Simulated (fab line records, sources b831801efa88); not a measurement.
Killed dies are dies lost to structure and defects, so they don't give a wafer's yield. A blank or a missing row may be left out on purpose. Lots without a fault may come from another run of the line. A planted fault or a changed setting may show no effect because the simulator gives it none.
fab line records | flow gf180mcu
record lots=5 wafers=15 last_day=33
route steps=602 shown DNWELL@32 NWELL@42 LVPWELL@54 MVSD@66
lots that met no fault: from a run of the same line without faults
start_h: hours from the record's first day to the start of the lot's first wafer shown | wait_h: hours since the lot's step before | " the same as in the row above | L1.1+2: a row that stands for several wafers | - no value, or no start given | * or withheld: withheld | < > ~ a bound
route shown NAME@n: a module of which the file shows steps, and the number in the route of the first | usual: mean/standard deviation of fault-free wafers | same: alike in all rows | chamber/n: place in a boat | sites: the reading at each site | _std_site: their standard deviation | _edge_site: outer sites' mean less inner sites' | radius_mm: how far each site lies from the wafer's centre | mask NAME#n: copy n | behind: the tool/chamber that last shaped the wafer | hold: why the lot was held/for how many hours/how that ended | device: the transistor (n, p or np) that didn't switch | end of line: the same wafers' tests at the end of the route | a step without rows: its recipe alone | killed: dies lost to structure and defects at the first sort, not the wafer's yield | map: a wafer's dies, x killed, . not, _ none there
set.NAME: the setting as run; set.NAME@STEP: as run at that earlier step | model.NAME: the simulator's own value behind a step, which no gauge read
lots at some steps of the route; a table a step, a row a wafer
services: from which hour (start_h, from the record's first day; less than 0 if before it) a tool's chamber was out of use, for how many hours, and why
## steps
# step GF_DNWELL_DEHYDRATE_00
# recipe temp_c=200 time_s=60
# usual chill_plate_temp_C=22.99/0.1 plate_temp_C=199.98/0.16
# columns lot.wafer tool chamber start_h wait_h chill_plate_temp_C plate_temp_C
L079.2 litho_track-03 0 61.85 6.2 23.00 199.70
L079.5 " 0 " " 23.11 199.94
L079.6 " 0 " " 22.98 199.87
L084.1 litho_track-04 0 86.78 5.9 22.99 200.02
L084.3 " 0 " " 22.87 200.04
L084.6 " 0 " " 22.82 200.01
L088.3 litho_track-03 0 110.63 6.8 23.08 200.01
L088.5 " 0 " " 23.07 200.20
L088.6 " 0 " " 23.16 200.10
L090.2 litho_track-03 0 118.80 6.5 23.00 199.76
L090.3 " 0 " " 22.98 199.85
L090.4 " 0 " " 22.98 199.76
L091.2 litho_track-02 0 124.13 6.9 23.04 199.98
L091.3 " 0 " " 23.02 199.83
L091.4 " 0 " " 22.96 199.90
# step GF_DNWELL_HMDS_01
# recipe prime_time_s=60 prime_temp_c=120
# usual chill_plate_temp_C=23.00/0.13
# columns lot.wafer tool chamber start_h wait_h chill_plate_temp_C
L079.2 litho_track-03 0 62.00 0.1 23.10
L079.5 " 0 " " 23.10
L079.6 " 0 " " 23.06
L084.1 litho_track-04 0 86.93 0.1 22.97
L084.3 " 0 " " 23.00
L084.6 " 0 " " 23.06
L088.3 litho_track-03 0 110.78 0.1 23.08
L088.5 " 0 " " 23.15
L088.6 " 0 " " 23.09
L090.2 litho_track-03 0 118.95 0.1 23.00
L090.3 " 0 " " 23.19
L090.4 " 0 " " 23.17
L091.2 litho_track-02 0 124.28 0.1 23.00
L091.3 " 0 " " 22.95
L091.4 " 0 " " 22.91
# step GF_DNWELL_COAT_02
# recipe spin_rpm=2000 resist_thk_nm=3000
# usual chill_plate_temp_C=23.01/0.091
# columns lot.wafer tool chamber start_h wait_h chill_plate_temp_C
L079.2 litho_track-03 0 62.15 0.1 23.11
L079.5 " 0 " " 23.02
L079.6 " 0 " " 23.09
L084.1 litho_track-04 0 87.08 0.1 23.07
L084.3 " 0 " " 23.01
L084.6 " 0 " " 22.99
L088.3 litho_track-03 0 110.93 0.1 23.09
L088.5 " 0 " " 23.10
L088.6 " 0 " " 22.92
L090.2 litho_track-03 0 119.10 0.1 23.01
L090.3 " 0 " " 22.98
L090.4 " 0 " " 23.04
L091.2 litho_track-02 0 124.43 0.1 22.96
L091.3 " 0 " " 22.98
L091.4 " 0 " " 22.96
# step GF_DNWELL_SOFTBAKE_03
# recipe temp_c=110 time_s=withheld
# usual chill_plate_temp_C=23.02/0.098 plate_temp_C=109.99/0.14
# columns lot.wafer tool chamber start_h wait_h chill_plate_temp_C plate_temp_C
L079.2 litho_track-03 0 62.31 0.1 23.02 110.09
L079.5 " 0 " " 22.96 110.08
L079.6 " 0 " " 22.92 110.26
L084.1 litho_track-04 0 87.23 0.1 23.13 109.81
L084.3 " 0 " " 23.10 109.97
L084.6 " 0 " " 23.12 109.72
L088.3 litho_track-03 0 111.09 0.1 23.16 110.03
L088.5 " 0 " " 23.11 110.08
L088.6 " 0 " " 22.95 110.20
L090.2 litho_track-03 0 119.26 0.1 23.01 109.96
L090.3 " 0 " " 23.10 109.90
L090.4 " 0 " " 22.94 109.93
L091.2 litho_track-02 0 124.59 0.1 23.04 110.24
L091.3 " 0 " " 22.94 110.09
L091.4 " 0 " " 23.01 110.09
# step GF_DNWELL_EXPOSE_04
# recipe mask_id=DNWELL target_cd_nm=1700 na=0.6 source_shape=conventional sigma_outer=0.6 dose_mj=260
# columns lot.wafer tool chamber start_h wait_h mask
L079.2+5+6 iline_stepper-02 0 - - DNWELL#0
L084.1+3+6 iline_stepper-01 0 - - DNWELL#0
L088.3+5+6 iline_stepper-02 0 - - DNWELL#0
L090.2+3+4 iline_stepper-01 0 - - DNWELL#0
L091.2+3+4 iline_stepper-01 0 - - DNWELL#0
# step GF_DNWELL_PEB_05
# recipe temp_c=115 time_s=withheld
# usual chill_plate_temp_C=23.00/0.11 plate_temp_C=114.96/0.13
# columns lot.wafer tool chamber start_h wait_h chill_plate_temp_C plate_temp_C
L079.2 litho_track-02 0 - - 23.00 115.03
L079.5 " 0 " " 22.91 115.01
L079.6 " 0 " " 23.06 115.19
L084.1 litho_track-04 0 - - 22.98 114.99
L084.3 " 0 " " 22.95 114.86
L084.6 " 0 " " 22.73 115.09
L088.3 litho_track-04 0 - - 23.04 114.89
L088.5 " 0 " " 22.95 114.89
L088.6 " 0 " " 23.11 114.90
L090.2 litho_track-03 0 - - 22.98 114.97
L090.3 " 0 " " 23.02 114.72
L090.4 " 0 " " 23.00 114.91
L091.2 litho_track-03 0 - - 23.13 114.89
L091.3 " 0 " " 22.86 114.78
L091.4 " 0 " " 22.97 115.20
# step GF_DNWELL_DEVELOP_06
# recipe wall_angle_deg=90 develop_time_s=60 dev_temp_c=23
# usual chill_plate_temp_C=22.98/0.12
# columns lot.wafer tool chamber start_h wait_h chill_plate_temp_C
L079.2 litho_track-02 0 - - 23.02
L079.5 " 0 " " 22.97
L079.6 " 0 " " 22.95
L084.1 litho_track-04 0 - - 22.80
L084.3 " 0 " " 22.84
L084.6 " 0 " " 23.05
L088.3 litho_track-04 0 - - 22.96
L088.5 " 0 " " 22.92
L088.6 " 0 " " 23.09
L090.2 litho_track-03 0 - - 22.82
L090.3 " 0 " " 22.85
L090.4 " 0 " " 23.01
L091.2 litho_track-03 0 - - 22.80
L091.3 " 0 " " 22.80
L091.4 " 0 " " 22.79
# step GF_DNWELL_IMPLANT_07
# recipe species=P energy_kev=1500 dose_cm2=1e+13 tilt_deg=0
# columns lot.wafer tool chamber start_h wait_h
L079.2+5+6 implanter-03 0 68.68 -
L084.1+3+6 implanter-04 0 94.48 -
L088.3+5+6 implanter-03 0 118.43 -
L090.2+3+4 implanter-04 0 126.60 -
L091.2+3+4 implanter-01 0 132.40 -
# step GF_DNWELL_STRIP_08
# recipe chemistry=O2/N2 power_w=1400 pressure_mtorr=1500 platen_temp_c=250 o2_flow_sccm=3000 n2_flow_sccm=300 overash_fraction=0.5
# usual drypump_motor_current_A=5.7/0.58 heater_power_w=343/46 oes_product_au=0.722/0.0043 platen_temp_c=249.97/0.18 strip_time_to_endpoint_s=36.93/0.11
# columns lot.wafer tool chamber start_h wait_h drypump_motor_current_A heater_power_w oes_product_au platen_temp_c rf_hours_counter_h strip_time_to_endpoint_s
L079.2 plasma_asher-02 1 68.81 0.1 5.7 301 0.718 250.16 45 37.04
L079.5 " 1 " " 5.7 293 0.715 249.70 - 36.94
L079.6 " 0 " " 5.2 385 0.725 249.89 - 36.98
L084.1 plasma_asher-04 0 94.63 0.1 6.1 401 0.713 249.89 39 37.01
L084.3 " 0 " " 6.1 400 0.717 250.02 - 37.06
L084.6 " 1 " " 6.6 400 0.721 250.35 - 36.97
L088.3 plasma_asher-03 1 118.56 0.1 4.9 283 0.720 249.97 - 36.88
L088.5 " 0 " " 5.6 320 0.722 249.99 - 36.92
L088.6 " 1 " " 4.9 299 0.719 250.28 - 36.82
L090.2 plasma_asher-04 1 126.72 0.1 6.6 397 0.724 250.16 44 36.99
L090.3 " 0 " " 6.1 397 0.722 249.76 - 36.97
L090.4 " 1 " " 6.6 403 0.720 250.11 - 37.08
L091.2 plasma_asher-03 0 132.52 0.1 5.6 328 0.716 250.05 2 36.76
L091.3 " 1 " " 4.9 292 0.722 249.93 - 36.95
L091.4 " 0 " " 5.6 327 0.724 250.13 - 36.91
# step GF_DNWELL_TW_MEAS_09
# usual DNWELL_TW=1352/6.3
# columns lot.wafer tool chamber start_h wait_h DNWELL_TW
L079.2 film_metro-01 - 68.92 0.1 1358
L079.5 " - " " 1359
L079.6 " - " " 1350
L084.1 film_metro-01 - 94.73 0.1 1350
L084.3 " - " " 1350
L084.6 " - " " 1344
L088.3 film_metro-01 - 118.65 0.1 1347
L088.5 " - " " 1352
L088.6 " - " " 1349
L090.2 film_metro-04 - 126.83 0.1 1357
L090.3 " - " " 1357
L090.4 " - " " 1353
L091.2 film_metro-04 - 132.63 0.1 1350
L091.3 " - " " 1341
L091.4 " - " " 1343
# step GF_NWELL_DEHYDRATE_00
# recipe temp_c=200 time_s=60
# usual chill_plate_temp_C=22.99/0.12 plate_temp_C=200.04/0.16
# columns lot.wafer tool chamber start_h wait_h chill_plate_temp_C plate_temp_C
L079.2 litho_track-04 0 74.70 5.8 23.00 199.95
L079.5 " 0 " " 23.07 199.92
L079.6 " 0 " " 23.16 199.95
L084.1 litho_track-04 0 101.33 6.6 23.08 200.40
L084.3 " 0 " " 23.00 200.25
L084.6 " 0 " " 23.10 200.45
L088.3 litho_track-04 0 125.38 6.7 23.10 199.79
L088.5 " 0 " " 22.99 199.80
L088.6 " 0 " " 22.88 200.04
L090.2 litho_track-01 0 133.99 7.1 22.81 199.78
L090.3 " 0 " " 22.85 199.96
L090.4 " 0 " " 22.90 199.69
L091.2 litho_track-02 0 139.68 7.0 22.98 199.99
L091.3 " 0 " " 22.81 199.97
L091.4 " 0 " " 22.85 200.07
# step GF_NWELL_HMDS_01
# recipe prime_time_s=60 prime_temp_c=120
# usual chill_plate_temp_C=23.02/0.099
# columns lot.wafer tool chamber start_h wait_h chill_plate_temp_C
L079.2 litho_track-04 0 74.85 0.1 22.94
L079.5 " 0 " " 22.96
L079.6 " 0 " " 22.99
L084.1 litho_track-04 0 101.48 0.1 22.98
L084.3 " 0 " " 22.95
L084.6 " 0 " " 23.08
L088.3 litho_track-04 0 125.53 0.1 22.97
L088.5 " 0 " " 22.98
L088.6 " 0 " " 22.86
L090.2 litho_track-01 0 134.14 0.1 23.03
L090.3 " 0 " " 22.94
L090.4 " 0 " " 23.02
L091.2 litho_track-02 0 139.83 0.1 23.12
L091.3 " 0 " " 23.19
L091.4 " 0 " " 22.90
# step GF_NWELL_COAT_02
# recipe spin_rpm=2000 resist_thk_nm=3000
# usual chill_plate_temp_C=22.99/0.11
# columns lot.wafer tool chamber start_h wait_h chill_plate_temp_C
L079.2 litho_track-04 0 75.00 0.1 22.95
L079.5 " 0 " " 23.34
L079.6 " 0 " " 23.16
L084.1 litho_track-04 0 101.63 0.1 23.00
L084.3 " 0 " " 23.03
L084.6 " 0 " " 23.06
L088.3 litho_track-04 0 125.68 0.1 22.92
L088.5 " 0 " " 23.01
L088.6 " 0 " " 22.91
L090.2 litho_track-01 0 134.29 0.1 22.99
L090.3 " 0 " " 23.23
L090.4 " 0 " " 22.96
L091.2 litho_track-02 0 139.98 0.1 22.95
L091.3 " 0 " " 23.07
L091.4 " 0 " " 23.04
# step GF_NWELL_SOFTBAKE_03
# recipe temp_c=110 time_s=withheld
# usual chill_plate_temp_C=23.02/0.097 plate_temp_C=110.01/0.13
# columns lot.wafer tool chamber start_h wait_h chill_plate_temp_C plate_temp_C
L079.2 litho_track-04 0 75.16 0.1 22.88 109.99
L079.5 " 0 " " 23.06 109.84
L079.6 " 0 " " 23.02 109.96
L084.1 litho_track-04 0 101.78 0.1 23.11 109.68
L084.3 " 0 " " 22.99 109.85
L084.6 " 0 " " 22.97 110.23
L088.3 litho_track-04 0 125.85 0.1 23.04 110.06
L088.5 " 0 " " 23.12 109.99
L088.6 " 0 " " 23.11 110.07
L090.2 litho_track-01 0 134.45 0.1 23.05 110.06
L090.3 " 0 " " 23.02 110.26
L090.4 " 0 " " 22.88 110.24
L091.2 litho_track-02 0 140.14 0.1 23.14 109.88
L091.3 " 0 " " 22.90 110.03
L091.4 " 0 " " 23.04 109.90
# step GF_NWELL_EXPOSE_04
# recipe mask_id=Nwell target_cd_nm=860 na=0.6 source_shape=conventional sigma_outer=0.6 dose_mj=260
# columns lot.wafer tool chamber start_h wait_h mask
L079.2+5+6 iline_stepper-01 0 - - Nwell#0
L084.1+3+6 iline_stepper-01 0 - - Nwell#0
L088.3+5+6 iline_stepper-02 0 - - Nwell#0
L090.2+3+4 iline_stepper-01 0 - - Nwell#0
L091.2+3+4 iline_stepper-02 0 - - Nwell#0
# step GF_NWELL_PEB_05
# recipe temp_c=115 time_s=withheld
# usual chill_plate_temp_C=22.97/0.11 plate_temp_C=115.00/0.14
# columns lot.wafer tool chamber start_h wait_h chill_plate_temp_C plate_temp_C
L079.2 litho_track-01 0 - - 22.96 114.88
L079.5 " 0 " " 23.22 114.94
L079.6 " 0 " " 23.08 114.78
L084.1 litho_track-01 0 - - 22.96 115.07
L084.3 " 0 " " 22.91 115.09
L084.6 " 0 " " 22.96 115.30
L088.3 litho_track-02 0 - - 22.98 115.09
L088.5 " 0 " " 23.10 115.04
L088.6 " 0 " " 22.87 115.17
L090.2 litho_track-02 0 - - 22.96 114.84
L090.3 " 0 " " 23.24 115.10
L090.4 " 0 " " 23.08 114.93
L091.2 litho_track-04 0 - - 23.10 115.08
L091.3 " 0 " " 23.01 115.10
L091.4 " 0 " " 22.95 115.13
# step GF_NWELL_DEVELOP_06
# recipe wall_angle_deg=90 develop_time_s=60 dev_temp_c=23
# usual chill_plate_temp_C=23.01/0.13
# columns lot.wafer tool chamber start_h wait_h chill_plate_temp_C
L079.2 litho_track-01 0 - - 22.93
L079.5 " 0 " " 22.97
L079.6 " 0 " " 23.03
L084.1 litho_track-01 0 - - 23.09
L084.3 " 0 " " 23.08
L084.6 " 0 " " 22.95
L088.3 litho_track-02 0 - - 23.32
L088.5 " 0 " " 23.25
L088.6 " 0 " " 23.36
L090.2 litho_track-02 0 - - 23.17
L090.3 " 0 " " 23.19
L090.4 " 0 " " 23.16
L091.2 litho_track-04 0 - - 22.91
L091.3 " 0 " " 23.04
L091.4 " 0 " " 22.92
# step GF_NWELL_OVL_MEAS_07
# usual NWELL_OVL=-0.7/1.1
# columns lot.wafer tool chamber start_h wait_h NWELL_OVL[nm]
L079.2 overlay-01 - 82.07 - -1.3
L079.5 " - " " -2.0
L079.6 " - " " -2.7
L084.1 overlay-01 - 108.52 - -1.3
L084.3 " - " " -0.4
L084.6 " - " " 0.5
L088.3 overlay-02 - 133.17 - -0.7
L088.5 " - " " 0.9
L088.6 " - " " -0.1
L090.2 overlay-01 - 142.26 - 0.1
L090.3 " - " " -0.1
L090.4 " - " " 1.4
L091.2 overlay-02 - 148.73 - -2.1
L091.3 " - " " -0.7
L091.4 " - " " 0.5
# step GF_NWELL_IMPLANT_08
# recipe species=P energy_kev=450 dose_cm2=1.5e+13 tilt_deg=0
# columns lot.wafer tool chamber start_h wait_h
L079.2+5+6 implanter-03 0 82.13 0.0
L084.1+3+6 implanter-02 0 108.55 0.0
L088.3+5+6 implanter-01 0 133.24 0.1
L090.2+3+4 implanter-01 0 142.32 0.0
L091.2+3+4 implanter-02 0 148.79 0.0
# step GF_NWELL_IMPLANT_09
# recipe species=P energy_kev=160 dose_cm2=4e+12 tilt_deg=0
# columns lot.wafer tool chamber start_h wait_h
L079.2+5+6 implanter-03 0 82.28 0.1
L084.1+3+6 implanter-02 0 108.70 0.1
L088.3+5+6 implanter-01 0 133.39 0.1
L090.2+3+4 implanter-01 0 142.47 0.1
L091.2+3+4 implanter-02 0 148.94 0.1
# step GF_NWELL_STRIP_10
# recipe chemistry=O2/N2 power_w=1400 pressure_mtorr=1500 platen_temp_c=250 o2_flow_sccm=3000 n2_flow_sccm=300 overash_fraction=0.5
# usual drypump_motor_current_A=5.5/0.47 heater_power_w=328/31 oes_product_au=0.722/0.0043 platen_temp_c=249.98/0.17 strip_time_to_endpoint_s=36.96/0.1
# columns lot.wafer tool chamber start_h wait_h drypump_motor_current_A heater_power_w oes_product_au platen_temp_c rf_hours_counter_h strip_time_to_endpoint_s
L079.2 plasma_asher-02 0 82.40 0.1 5.1 379 0.723 249.86 46 37.00
L079.5 " 0 " " 5.2 383 0.720 250.13 - 37.01
L079.6 " 1 " " 5.7 299 0.727 249.88 - 37.01
L084.1 plasma_asher-01 0 108.85 0.1 6.4 347 0.724 250.08 33 37.01
L084.3 " 1 " " 5.4 320 0.716 249.92 - 36.97
L084.6 " 1 " " 5.5 325 0.724 250.21 - 36.92
L088.3 plasma_asher-01 0 133.52 0.1 6.4 344 0.720 249.97 - 36.96
L088.5 " 1 " " 5.4 319 0.723 249.80 - 36.98
L088.6 " 0 " " 6.4 349 0.728 249.70 - 36.87
L090.2 plasma_asher-03 1 142.59 0.1 4.9 296 0.722 249.98 4 36.89
L090.3 " 1 " " 4.9 294 0.727 249.90 - 36.93
L090.4 " 0 " " 5.6 328 0.736 249.87 - 37.05
L091.2 plasma_asher-03 1 149.06 0.1 4.9 300 0.724 249.89 6 36.84
L091.3 " 1 " " 4.9 289 0.720 250.03 - 36.95
L091.4 " 0 " " 5.7 320 0.717 249.98 - 36.88
# step GF_NWELL_TW_MEAS_11
# usual NWELL_TW=1580/17
# columns lot.wafer tool chamber start_h wait_h NWELL_TW
L079.2 film_metro-02 - 82.51 0.1 1600
L079.5 " - " " 1614
L079.6 " - " " 1610
L084.1 film_metro-02 - 108.95 0.1 1609
L084.3 " - " " 1602
L084.6 " - " " 1611
L088.3 film_metro-04 - 133.61 0.1 1576
L088.5 " - " " 1570
L088.6 " - " " 1578
L090.2 film_metro-04 - 142.70 0.1 1565
L090.3 " - " " 1570
L090.4 " - " " 1569
L091.2 film_metro-02 - 149.17 0.1 1592
L091.3 " - " " 1606
L091.4 " - " " 1603
# step GF_LVPWELL_DEHYDRATE_00
# recipe temp_c=200 time_s=60
# usual chill_plate_temp_C=23.01/0.11 plate_temp_C=200.03/0.15
# columns lot.wafer tool chamber start_h wait_h chill_plate_temp_C plate_temp_C
L079.2 litho_track-02 0 88.48 6.0 23.08 199.84
L079.5 " 0 " " 23.07 199.83
L079.6 " 0 " " 23.00 199.90
L084.1 litho_track-01 0 115.97 7.0 23.15 200.06
L084.3 " 0 " " 23.12 200.19
L084.6 " 0 " " 23.05 199.98
L088.3 litho_track-02 0 140.35 6.7 22.94 200.13
L088.5 " 0 " " 23.03 199.86
L088.6 " 0 " " 23.09 200.04
L090.2 litho_track-03 0 149.70 7.0 22.91 199.89
L090.3 " 0 " " 22.79 200.16
L090.4 " 0 " " 22.94 200.05
L091.2 litho_track-01 0 156.19 7.0 22.84 200.29
L091.3 " 0 " " 22.99 200.29
L091.4 " 0 " " 22.85 200.03
# step GF_LVPWELL_HMDS_01
# recipe prime_time_s=60 prime_temp_c=120
# usual chill_plate_temp_C=23.00/0.12
# columns lot.wafer tool chamber start_h wait_h chill_plate_temp_C
L079.2 litho_track-02 0 88.63 0.1 23.09
L079.5 " 0 " " 22.90
L079.6 " 0 " " 22.97
L084.1 litho_track-01 0 116.12 0.1 23.06
L084.3 " 0 " " 23.10
L084.6 " 0 " " 23.21
L088.3 litho_track-02 0 140.50 0.1 23.04
L088.5 " 0 " " 22.94
L088.6 " 0 " " 22.96
L090.2 litho_track-03 0 149.85 0.1 23.01
L090.3 " 0 " " 22.91
L090.4 " 0 " " 22.97
L091.2 litho_track-01 0 156.34 0.1 23.02
L091.3 " 0 " " 23.03
L091.4 " 0 " " 23.05
# step GF_LVPWELL_COAT_02
# recipe spin_rpm=2000 resist_thk_nm=3000
# usual chill_plate_temp_C=22.98/0.11
# columns lot.wafer tool chamber start_h wait_h chill_plate_temp_C
L079.2 litho_track-02 0 88.78 0.1 23.12
L079.5 " 0 " " 23.18
L079.6 " 0 " " 23.17
L084.1 litho_track-01 0 116.27 0.1 22.92
L084.3 " 0 " " 22.86
L084.6 " 0 " " 22.90
L088.3 litho_track-02 0 140.65 0.1 22.84
L088.5 " 0 " " 23.04
L088.6 " 0 " " 22.98
L090.2 litho_track-03 0 150.00 0.1 22.79
L090.3 " 0 " " 22.89
L090.4 " 0 " " 22.89
L091.2 litho_track-01 0 156.49 0.1 23.00
L091.3 " 0 " " 23.12
L091.4 " 0 " " 22.95
# step GF_LVPWELL_SOFTBAKE_03
# recipe temp_c=110 time_s=withheld
# usual chill_plate_temp_C=23.03/0.1 plate_temp_C=110.00/0.15
# columns lot.wafer tool chamber start_h wait_h chill_plate_temp_C plate_temp_C
L079.2 litho_track-02 0 88.94 0.1 23.05 110.13
L079.5 " 0 " " 23.13 110.03
L079.6 " 0 " " 23.08 110.01
L084.1 litho_track-01 0 116.42 0.1 22.88 109.77
L084.3 " 0 " " 22.81 110.05
L084.6 " 0 " " 22.91 109.80
L088.3 litho_track-02 0 140.82 0.1 23.09 109.86
L088.5 " 0 " " 22.90 109.94
L088.6 " 0 " " 22.93 109.73
L090.2 litho_track-03 0 150.16 0.1 23.08 110.12
L090.3 " 0 " " 22.98 110.15
L090.4 " 0 " " 23.13 110.06
L091.2 litho_track-01 0 156.65 0.1 22.96 109.81
L091.3 " 0 " " 23.10 109.98
L091.4 " 0 " " 22.93 109.81
# step GF_LVPWELL_EXPOSE_04
# recipe mask_id=LVPWELL target_cd_nm=600 na=0.6 source_shape=conventional sigma_outer=0.6 dose_mj=260
# columns lot.wafer tool chamber start_h wait_h mask
L079.2+5+6 iline_stepper-01 0 - - LVPWELL#0
L084.1+3+6 iline_stepper-01 0 - - LVPWELL#0
L088.3+5+6 iline_stepper-02 0 - - LVPWELL#0
L090.2+3+4 iline_stepper-02 0 - - LVPWELL#0
L091.2+3+4 iline_stepper-02 0 - - LVPWELL#0
# step GF_LVPWELL_PEB_05
# recipe temp_c=115 time_s=withheld
# usual chill_plate_temp_C=23.00/0.1 plate_temp_C=115.00/0.12
# columns lot.wafer tool chamber start_h wait_h chill_plate_temp_C plate_temp_C
L079.2 litho_track-02 0 - - 22.91 114.91
L079.5 " 0 " " 23.09 114.87
L079.6 " 0 " " 23.13 114.97
L084.1 litho_track-01 0 - - 22.95 115.10
L084.3 " 0 " " 23.03 115.08
L084.6 " 0 " " 22.90 115.01
L088.3 litho_track-02 0 - - 23.06 115.02
L088.5 " 0 " " 23.01 115.18
L088.6 " 0 " " 22.98 115.08
L090.2 litho_track-02 0 - - 22.88 115.10
L090.3 " 0 " " 23.08 115.02
L090.4 " 0 " " 23.09 115.12
L091.2 litho_track-03 0 - - 22.96 115.16
L091.3 " 0 " " 23.03 114.81
L091.4 " 0 " " 23.06 114.96
# step GF_LVPWELL_DEVELOP_06
# recipe wall_angle_deg=90 develop_time_s=60 dev_temp_c=23
# usual chill_plate_temp_C=22.98/0.11
# columns lot.wafer tool chamber start_h wait_h chill_plate_temp_C
L079.2 litho_track-02 0 - - 23.26
L079.5 " 0 " " 23.00
L079.6 " 0 " " 23.21
L084.1 litho_track-01 0 - - 23.10
L084.3 " 0 " " 23.00
L084.6 " 0 " " 22.90
L088.3 litho_track-02 0 - - 23.05
L088.5 " 0 " " 23.01
L088.6 " 0 " " 23.11
L090.2 litho_track-02 0 - - 23.00
L090.3 " 0 " " 23.06
L090.4 " 0 " " 23.07
L091.2 litho_track-03 0 - - 23.06
L091.3 " 0 " " 23.14
L091.4 " 0 " " 23.09
# step GF_LVPWELL_OVL_MEAS_07
# usual LVPWELL_OVL=-0.5/1.7
# columns lot.wafer tool chamber start_h wait_h LVPWELL_OVL[nm]
L079.2 overlay-02 - 96.16 - 0.7
L079.5 " - " " -1.1
L079.6 " - " " -2.2
L084.1 overlay-01 - 123.82 - 0.0
L084.3 " - " " -0.3
L084.6 " - " " 1.1
L088.3 overlay-01 - 149.19 - -4.1
L088.5 " - " " -2.0
L088.6 " - " " -3.3
L090.2 overlay-01 - 157.76 - 2.0
L090.3 " - " " -0.2
L090.4 " - " " 0.5
L091.2 overlay-02 - 164.74 - 2.0
L091.3 " - " " 1.3
L091.4 " - " " 3.3
# step GF_LVPWELL_IMPLANT_08
# recipe species=B energy_kev=170 dose_cm2=1.5e+13 tilt_deg=0
# columns lot.wafer tool chamber start_h wait_h
L079.2+5+6 implanter-02 0 96.22 0.0
L084.1+3+6 implanter-01 0 123.85 0.0
L088.3+5+6 implanter-04 0 149.27 0.1
L090.2+3+4 implanter-04 0 157.82 0.0
L091.2+3+4 implanter-02 0 164.79 0.0
# step GF_LVPWELL_IMPLANT_09
# recipe species=B energy_kev=58.67 dose_cm2=5e+12 tilt_deg=0
# columns lot.wafer tool chamber start_h wait_h
L079.2+5+6 implanter-02 0 96.37 0.1
L084.1+3+6 implanter-01 0 124.00 0.1
L088.3+5+6 implanter-04 0 149.42 0.1
L090.2+3+4 implanter-04 0 157.97 0.1
L091.2+3+4 implanter-02 0 164.94 0.1
# step GF_LVPWELL_STRIP_10
# recipe chemistry=O2/N2 power_w=1400 pressure_mtorr=1500 platen_temp_c=250 o2_flow_sccm=3000 n2_flow_sccm=300 overash_fraction=0.5
# usual drypump_motor_current_A=6.0/0.49 heater_power_w=364/37 oes_product_au=0.722/0.0042 platen_temp_c=250.04/0.18 strip_time_to_endpoint_s=36.93/0.12
# columns lot.wafer tool chamber start_h wait_h drypump_motor_current_A heater_power_w oes_product_au platen_temp_c rf_hours_counter_h strip_time_to_endpoint_s
L079.2 plasma_asher-01 0 96.49 0.1 6.4 361 0.724 250.19 31 36.85
L079.5 " 1 " " 5.5 327 0.721 249.88 - 36.88
L079.6 " 0 " " 6.4 348 0.724 250.08 - 36.76
L084.1 plasma_asher-04 0 124.15 0.1 6.0 393 0.721 250.14 43 36.97
L084.3 " 1 " " 6.6 393 0.726 250.13 - 37.09
L084.6 " 1 " " 6.6 389 0.724 249.70 - 37.03
L088.3 plasma_asher-04 0 149.58 0.1 6.1 401 0.724 249.99 - 36.87
L088.5 " 0 " " 6.1 402 0.724 250.13 - 36.91
L088.6 " 1 " " 6.6 400 0.724 249.93 - 36.96
L090.2 plasma_asher-02 0 158.09 0.1 5.1 391 0.732 250.03 48 36.90
L090.3 " 1 " " 5.7 294 0.725 250.11 - 36.99
L090.4 " 0 " " 5.2 375 0.722 250.18 - 37.02
L091.2 plasma_asher-04 0 165.07 0.1 6.1 403 0.726 250.01 49 37.05
L091.3 " 1 " " 6.5 394 0.718 249.85 - 36.85
L091.4 " 0 " " 6.1 405 0.725 250.20 - 37.01
# step GF_LVPWELL_TW_MEAS_11
# usual LVPWELL_TW=560/6.4
# columns lot.wafer tool chamber start_h wait_h LVPWELL_TW
L079.2 film_metro-02 - 96.60 0.1 569
L079.5 " - " " 573
L079.6 " - " " 569
L084.1 film_metro-02 - 124.25 0.1 568
L084.3 " - " " 571
L084.6 " - " " 567
L088.3 film_metro-02 - 149.67 0.1 569
L088.5 " - " " 572
L088.6 " - " " 569
L090.2 film_metro-04 - 158.20 0.1 562
L090.3 " - " " 564
L090.4 " - " " 564
L091.2 film_metro-04 - 165.18 0.1 563
L091.3 " - " " 560
L091.4 " - " " 562
# step GF_MVSD_DEHYDRATE_00
# recipe temp_c=200 time_s=60
# usual chill_plate_temp_C=23.00/0.094 plate_temp_C=200.01/0.16
# columns lot.wafer tool chamber start_h wait_h chill_plate_temp_C plate_temp_C
L079.2 litho_track-03 0 102.90 6.3 22.93 200.15
L079.5 " 0 " " 22.78 199.88
L079.6 " 0 " " 22.81 199.86
L084.1 litho_track-04 0 131.38 7.1 23.00 199.91
L084.3 " 0 " " 22.94 199.96
L084.6 " 0 " " 22.91 200.12
L088.3 litho_track-01 0 156.87 7.2 22.91 199.76
L088.5 " 0 " " 22.95 199.94
L088.6 " 0 " " 22.89 200.07
L090.2 litho_track-04 0 166.25 8.0 22.93 199.94
L090.3 " 0 " " 22.93 200.04
L090.4 " 0 " " 23.12 200.07
L091.2 litho_track-04 0 171.75 6.6 22.89 200.07
L091.3 " 0 " " 23.08 200.09
L091.4 " 0 " " 22.94 200.07
## services
# columns tool chamber start_h hours kind
iline_stepper-01 - 53.62 8.9 pm
plasma_asher-03 - 55.22 1.8 repair
iline_stepper-02 - 69.16 1.7 pm
implanter-04 - 76.09 5.1 repair
iline_stepper-02 0 81.02 - calibration
implanter-01 - 81.19 26.8 pm
iline_stepper-02 - 83.67 10.4 repair
iline_stepper-02 - 92.22 0.7 repair
plasma_asher-02 - 98.68 51.9 repair
implanter-02 - 101.21 2.0 repair
implanter-01 - 107.96 4.5 pm
plasma_asher-03 - 108.75 9.0 pm
plasma_asher-03 0 108.75 9.0 vent_cycle
plasma_asher-03 1 108.75 9.0 vent_cycle
plasma_asher-03 0 117.75 - clean
implanter-04 - 132.20 7.0 repair
plasma_asher-01 - 134.71 15.6 pm
litho_track-02 - 143.18 - consumable_replace:filter
iline_stepper-01 - 148.41 8.9 repair
plasma_asher-03 - 150.35 2.8 pm
plasma_asher-02 - 150.61 2.8 pm
iline_stepper-01 0 154.91 - calibration
implanter-01 - 157.29 3.4 repair
iline_stepper-01 - 164.36 0.5 repair
## key
fault none
